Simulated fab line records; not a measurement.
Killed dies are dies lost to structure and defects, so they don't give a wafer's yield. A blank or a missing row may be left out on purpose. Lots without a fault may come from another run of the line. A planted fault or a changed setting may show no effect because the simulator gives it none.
Comparing a struck lot with a sound one -- flow sky130 -- 24 out of 708 route steps
Sound: the wafers L217.1, L217.4, L217.6. Struck: wafers L223.2, L223.4, L223.5. The cause is given at the end.
Order at every step that has rows: each side's tool, ch and its chambers, its first start. Under that, the readings that differ: sound wafers -- struck wafers -- difference of the means -- sigmas: that difference in standard deviations of wafers without a fault.
alike: same words and numbers on both sides, and readings whose means sit less than 2 such deviations apart. not compared: any withheld reading, any reading some wafer has no value for, any bound like >300 that may hide the same value, and any number with overlapping values for which the record gives no deviation.
The two part at a step that has a row with sigmas, a row that says differs or no value, or rows on one side only. When numbers do not overlap yet have no deviation, they are printed without sigmas and do not part them. Lack of a reading on every wafer of one side parts them only where that side has two or more wafers.

first, 4 steps without rows for these wafers: SKY_LDD_HVP_SOFTBAKE_03 (time 60 s); SKY_LDD_HVP_EXPOSE_04 (exposes mask HVPTM, target cd 700 nm); SKY_LDD_HVP_PEB_05; SKY_LDD_HVP_DEVELOP_06 (develop time 60 s).
SKY_LDD_HVP_OVL_MEAS_07:
  sound on overlay-01 at day 24 06:47; struck on overlay-01 at day 27 04:12
reading,sound,struck,difference,sigmas
LDD_HVP_OVL (nm),2.4 1.8 2.2,-1.6 -2.6 -3.3,-4.6,-2
after that, 1 step had no rows for these wafers: SKY_LDD_HVP_IMPLANT_08.
SKY_LDD_HVP_STRIP_09: strips in O2/N2.
  sound on plasmaAsher-01 ch 0, day 24 06:58; struck on plasmaAsher-03 ch 0,1, day 27 04:23
reading,sound,struck,difference,sigmas
drypumpMotorCurrentA (A),6.0 6.0 6.0,5.2 4.9 4.9,-1.0,-3
stripTimeToEndpointS (s),4.161 4.162 4.154,4.107 4.104 4.138,-0.043,-3
  alike: oesProductAu
  not compared: rfHoursCounterH
SKY_LDD_HVP_TW_MEAS_10:
  sound on filmMetro-02 at day 24 07:04; struck on filmMetro-03 at day 27 04:29
  alike: LDD_HVP_TW
then, 4 steps without rows for these wafers: SKY_LDD_LDN_DEHYDRATE_00 (time 60 s); SKY_LDD_LDN_HMDS_01 (prime time 60 s); SKY_LDD_LDN_COAT_02 (resist thk 1140 nm); SKY_LDD_LDN_SOFTBAKE_03 (time 60 s).
SKY_LDD_LDN_EXPOSE_04: exposes mask LDNTM, target cd 700 nm.
  sound on ilineStepper-02 ch 0, day 24 21:28; struck on ilineStepper-02 ch 0, day 27 18:16
reading,sound,struck,difference,sigmas
mask,LDNTM#0 LDNTM#0 LDNTM#0,PSDM#0 PSDM#0 PSDM#0,differs,
then, 2 steps without rows for these wafers: SKY_LDD_LDN_PEB_05; SKY_LDD_LDN_DEVELOP_06 (develop time 60 s).
SKY_LDD_LDN_OVL_MEAS_07:
  sound on overlay-02 at day 25 11:03; struck on overlay-01 at day 28 08:48
reading,sound,struck,difference,sigmas
LDD_LDN_OVL (nm),0.4 -0.2 -0.4,- - -,no value on the struck wafers,
then, 4 steps without rows for these wafers: SKY_LDD_LDN_IMPLANT_08; SKY_LDD_LDN_IMPLANT_09; SKY_LDD_LDN_IMPLANT_10; SKY_LDD_LDN_IMPLANT_11.
SKY_LDD_LDN_STRIP_12: strips in O2/N2.
  sound on plasmaAsher-01 ch 0,1, day 25 11:59; struck on plasmaAsher-01 ch 0,1, day 28 09:26
  alike: drypumpMotorCurrentA, oesProductAu, stripTimeToEndpointS
  not compared: rfHoursCounterH
SKY_LDD_LDN_TW_MEAS_13:
  sound on filmMetro-02 at day 25 12:05; struck on filmMetro-03 at day 28 09:32
reading,sound,struck,difference,sigmas
LDD_LDN_TW,1466 1468 1471,30 30 30,-1438,-99 or more
then, 1 step without rows for these wafers: SKY_LDD_LDN_CLEAN_14 (cleans in SC1/SC2, time 150 s).
-- a jump in the record: the struck wafers' starts before and after are 21 days apart (it breaks off in module LDD_LDN and resumes in module PAD_OPEN, where the first step shown is number 708 of the route) --
SKY_PAD_OPEN_PROBE_99:
  sound on prober-02 at day 47 16:31; struck on prober-02 at day 49 12:16
reading,sound,struck,difference,sigmas
model.etest.pfet_01v8.rOnOhmUm,2895 2981 2950,1.276e+04 1.179e+04 1.289e+04,+9.538e+03,
model.etest.pfetG5v0d10v5.rOnOhmUm,4748 4781 4700,4946 4953 4955,+208,
model.etest.pfet_01v8.driveUaUm,192.1 185.3 188.1,44.17 46.87 44.15,-143.44,
model.etest.pfet_01v8_hvt.driveUaUm,143.3 136.9 138.1,26 28.61 26.2,-112,
model.etest.sramPfetLatch.driveUaUm,143.8 135.6 140.7,27.83 29.2 25.67,-112.47,
model.etest.pfet_01v8_mvt.driveUaUm,148.9 146.3 149.3,55.74 58.91 56.3,-91.18,
model.etest.pfet_01v8_lvt.driveUaUm,176.3 170.2 173.2,81.74 86.14 81.66,-90.05,
model.etest.resPdiff.lineOhmUm,1389 1404 1376,1468 1462 1490,+84,

WHERE THEY PART
Last at SKY_LDD_LDN_TW_MEAS_13 as far as this record goes, first at SKY_LDD_HVP_OVL_MEAS_07.

WHY: the cause the simulator had injected
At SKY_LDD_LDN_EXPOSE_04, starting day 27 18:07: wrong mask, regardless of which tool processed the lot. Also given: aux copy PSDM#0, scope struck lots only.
